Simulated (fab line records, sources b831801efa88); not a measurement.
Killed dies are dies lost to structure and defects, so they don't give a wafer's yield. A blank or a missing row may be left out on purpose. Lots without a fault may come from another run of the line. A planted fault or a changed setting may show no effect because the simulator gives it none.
Which tool did it? | flow gf180mcu | 14 lots, 42 wafers sampled, at 4 steps of a route of 602

WHAT THE GAUGES READ, wafer by wafer
GF_STI_THK_MEAS_04. Usual: STI_CVD_03_THK 206.4 nm, standard deviation 1.8.
lot  | measured    | on            | STI_CVD_03_THK (nm) | flag
L887 | day 1 16:22 | film_metro-03 | 205.0 203.9 204.7   |
L888 | day 1 19:40 | film_metro-03 | 208.2 207.6 206.1   |
L889 | day 1 23:52 | film_metro-02 | 206.1 208.7 206.2   |
L890 | day 2 05:00 | film_metro-02 | 207.4 207.7 207.1   |
L891 | day 2 09:38 | film_metro-02 | 206.4 204.9 204.7   |
L899 | day 4 02:34 | film_metro-04 | 208.0 208.6 207.1   |
L900 | day 4 08:52 | film_metro-02 | 206.3 207.7 207.0   |
L901 | day 4 14:46 | film_metro-03 | 207.9 206.2 207.8   |
L904 | day 5 02:58 | film_metro-04 | 203.0 204.1 203.4   |
L906 | day 5 12:34 | film_metro-04 | 206.1 206.3 207.0   |
L907 | day 5 17:34 | film_metro-04 | 206.2 205.2 204.1   |
L908 | day 6 00:27 | film_metro-03 | 205.6 207.3 206.7   |
L909 | day 6 04:56 | film_metro-04 | 204.8 204.1 205.7   |
L910 | day 6 11:37 | film_metro-02 | 207.4 208.3 207.0   |

GF_STI_THK_MEAS_22. Usual: STI_OXIDATION_01_THK 14.9 nm, standard deviation 0.33.
lot  | measured    | on            | STI_OXIDATION_01_THK (nm) | flag
L887 | day 2 05:49 | film_metro-02 | 14.8 14.6 14.5            |
L888 | day 2 08:44 | film_metro-02 | 15.3 15.4 15.3            |
L889 | day 2 13:43 | film_metro-02 | 15.1 15.3 15.0            |
L890 | day 2 18:43 | film_metro-04 | 14.7 14.7 14.8            |
L891 | day 2 23:40 | film_metro-02 | 15.7 15.6 15.9            |
L899 | day 4 18:39 | film_metro-04 | 15.1 15.0 15.2            |
L900 | day 4 23:32 | film_metro-04 | 15.0 15.2 15.2            |
L901 | day 5 05:30 | film_metro-02 | 14.8 14.8 14.8            |
L904 | day 5 20:13 | film_metro-04 | 14.5 14.7 14.5            |
L906 | day 6 03:59 | film_metro-04 | 14.9 14.8 14.6            |
L907 | day 6 09:41 | film_metro-02 | 14.9 15.0 14.9            |
L908 | day 6 17:38 | film_metro-03 | 15.0 15.3 15.3            |
L909 | day 6 22:02 | film_metro-02 | 14.3 14.5 14.4            |
L910 | day 7 05:01 | film_metro-02 | 15.4 15.1 15.3            |

GF_LVPWELL_TW_MEAS_11. Usual: LVPWELL_TW 556, standard deviation 4.9.
lot  | measured    | on            | LVPWELL_TW  | flag
L887 | day 3 23:17 | film_metro-04 | 547 553 550 |
L888 | day 4 02:53 | film_metro-03 | 556 553 556 |
L891 | day 4 17:18 | film_metro-04 | 550 550 551 |
L899 | day 6 16:48 | film_metro-03 | 557 559 554 |
L900 | day 6 23:46 | film_metro-01 | 564 564 561 |
L901 | day 7 05:53 | film_metro-04 | 553 548 548 |
L904 | day 7 21:19 | film_metro-03 | 560 558 559 |
L906 | day 8 06:50 | film_metro-04 | 553 552 555 |
L907 | day 8 13:59 | film_metro-04 | 550 550 551 |
L908 | day 8 20:41 | film_metro-01 | 561 561 563 |
L909 | day 9 01:57 | film_metro-01 | 560 561 564 |
L910 | day 9 09:32 | film_metro-03 | 555 550 552 |

WHICH TOOL RAN EACH LOT (tool, then ch and the chambers of the sampled wafers, then the start)
lot  | GF_STI_CMP_25
L887 | cmp-01 ch 1,2,3, day 2 06:01
L888 | cmp-01 ch 1,2, day 2 08:55
L889 | cmp-01 ch 0,2,3, day 2 13:54
L890 | cmp-02 ch 0,1,2, day 2 18:58
L891 | cmp-02 ch 1,2,3, day 2 23:54
L899 | cmp-01 ch 0,1,3, day 4 18:56
L900 | cmp-01 ch 2,3, day 4 23:43
L901 | cmp-01 ch 1,2,3, day 5 05:41
L904 | cmp-02 ch 0,1, day 5 20:27
L906 | cmp-01 ch 0,1,3, day 6 04:11
L907 | cmp-01 ch 0,1,2, day 6 09:56
L908 | cmp-02 ch 0,1,3, day 6 17:53
L909 | cmp-02 ch 0,1,2, day 6 22:13
L910 | cmp-01 ch 1,2,3, day 7 05:13
- GF_STI_CMP_25: polishes, stops on Si3N4, t overpolish 33 s, target thk 524.6 nm.

WHAT THE TOOLS THEMSELVES READ (means of the sampled wafers that have a number; where no wafer has one, the mark that the record gives instead)
GF_STI_CMP_25. Usual: edge_zone_pressure_frac 1.000, standard deviation 0.0051; head_pressure_psi 4.001 psi, standard deviation 0.0077; motor_current_A 11.4 A, standard deviation 0.7; overpolish_run_s 32.999 s, standard deviation 0.0094; time_to_endpoint_s 122 s, standard deviation 4.3.
lot  | tool   | edge_zone_pressure_frac | head_pressure_psi (psi) | motor_current_A (A) | overpolish_run_s (s) | time_to_endpoint_s (s) | flag
L887 | cmp-01 | 1.000                   | 4.004                   | 11.1                | 32.995               | 124                    |
L888 | cmp-01 | 0.995                   | 4.003                   | 10.9                | 33.005               | 126                    |
L889 | cmp-01 | -                       | -                       | -                   | -                    | -                      | OFF
L890 | cmp-02 | -                       | -                       | -                   | -                    | -                      | OFF
L891 | cmp-02 | 0.996                   | 4.006                   | 11.4                | 33.007               | 132                    |
L899 | cmp-01 | 1.002                   | 4.002                   | 11.3                | 32.998               | 120                    |
L900 | cmp-01 | 1.001                   | 4.002                   | 11.1                | 33.002               | 121                    |
L901 | cmp-01 | 1.000                   | 4.002                   | 11.2                | 32.997               | 121                    |
L904 | cmp-02 | 0.998                   | 4.004                   | 11.0                | 32.997               | 125                    |
L906 | cmp-01 | 1.002                   | 4.002                   | 11.6                | 33.003               | 120                    |
L907 | cmp-01 | 0.999                   | 4.004                   | 11.7                | 32.997               | 121                    |
L908 | cmp-02 | 0.994                   | 4.000                   | 11.0                | 33.005               | 118                    |
L909 | cmp-02 | 1.002                   | 3.994                   | 11.1                | 33.000               | 118                    |
L910 | cmp-01 | 0.997                   | 4.000                   | 11.2                | 32.989               | 120                    |

THE ANSWER, worked out from the rows above alone
Rule: a lot is off if the mean of its wafers that have a number lies more than 3 standard deviations from the usual mean. A lot without any number at a reading at which 4 lots or more have one is off too. The other lots that the step has rows for count as sound. The gauges are gone through in route order, then the tools' own readings, and for those a lot's mean is taken as printed above. The first step at which some lot is off is used, and at that step the reading that is off furthest; a lot without a number counts as furthest.
Off: L889, L890, at GF_STI_CMP_25 (edge_zone_pressure_frac). Without a number there: L889, L890.
A tool fits if, at that step or a process step before it, it ran every lot that is off, and no sound lot after the first of them. None of those tried fits.

WHAT THE SIMULATOR HAD PUT IN
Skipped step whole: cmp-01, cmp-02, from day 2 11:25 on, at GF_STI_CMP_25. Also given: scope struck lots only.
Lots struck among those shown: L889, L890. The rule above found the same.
